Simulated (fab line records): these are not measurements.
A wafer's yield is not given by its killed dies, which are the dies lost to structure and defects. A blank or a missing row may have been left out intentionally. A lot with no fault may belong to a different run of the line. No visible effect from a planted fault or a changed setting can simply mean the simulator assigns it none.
Matching of chambers -- flow sky130 -- SKY_CONTACT_ETCH_17 on rie diel-01 has 4 sister chambers
The step etches SiO2 in C4F8/O2/Ar, stops on Si3N4, target depth 340 nm. 16 wafers are shown with their chamber, then 8 later ones without.

## WAFERS WITH THEIR CHAMBER
wafer,chamber,oes product au (a.u.)
L074.1,1,0.893
L074.2,2,0.897
L074.3,3,0.897
L076.1,2,0.883
L076.3,0,0.904
L076.6,1,0.887
L086.2,1,0.887
L086.4,3,0.896
L086.5,1,0.892
L088.1,2,0.894
L088.4,3,0.898
L088.6,0,0.892
L089.1,0,0.904
L089.2,2,0.895
L089.5,1,0.895
L091.1,2,0.900

SIGNATURES, as means of the wafers listed above
reading,chamber 0,chamber 1,chamber 2,chamber 3,scatter within a chamber
oes product au,0.90000,0.89080,0.89380,0.89700,0.00514
Rule: for a wafer and a chamber, the distance is found by dividing, reading by reading, the gap between the wafer's reading and the chamber's mean by the reading's scatter, squaring, summing and taking the root. The wafer belongs to the nearest chamber; if the next one is less than 2 further off, it can't be placed. The scatter: the root of (the sum of the squares of (reading less its chamber's mean) over the shown wafers, divided by (wafers less chambers)).

## WAFERS WHOSE CHAMBER IS MISSING
wafer,oes product au (a.u.)
L091.3,0.889
L091.6,0.884
L096.2,0.890
L096.4,0.891
L096.6,0.893
L097.2,0.890
L097.3,0.885
L097.5,0.890

## CHAMBER TAKEN BY EACH
wafer,from the rows above,in truth
L091.3,can't be placed: 1 or 2 or 3 or 0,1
L091.6,can't be placed: 1 or 2 or 3 or 0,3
L096.2,can't be placed: 1 or 2 or 3 or 0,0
L096.4,can't be placed: 1 or 2 or 3 or 0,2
L096.6,can't be placed: 2 or 1 or 3 or 0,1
L097.2,can't be placed: 1 or 2 or 3 or 0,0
L097.3,can't be placed: 1 or 2 or 3 or 0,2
L097.5,can't be placed: 1 or 2 or 3 or 0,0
Placed correctly: 0 of 8. Not placeable from these rows: 8 (in 8, the candidates include the true chamber). Number placed wrongly: 0.
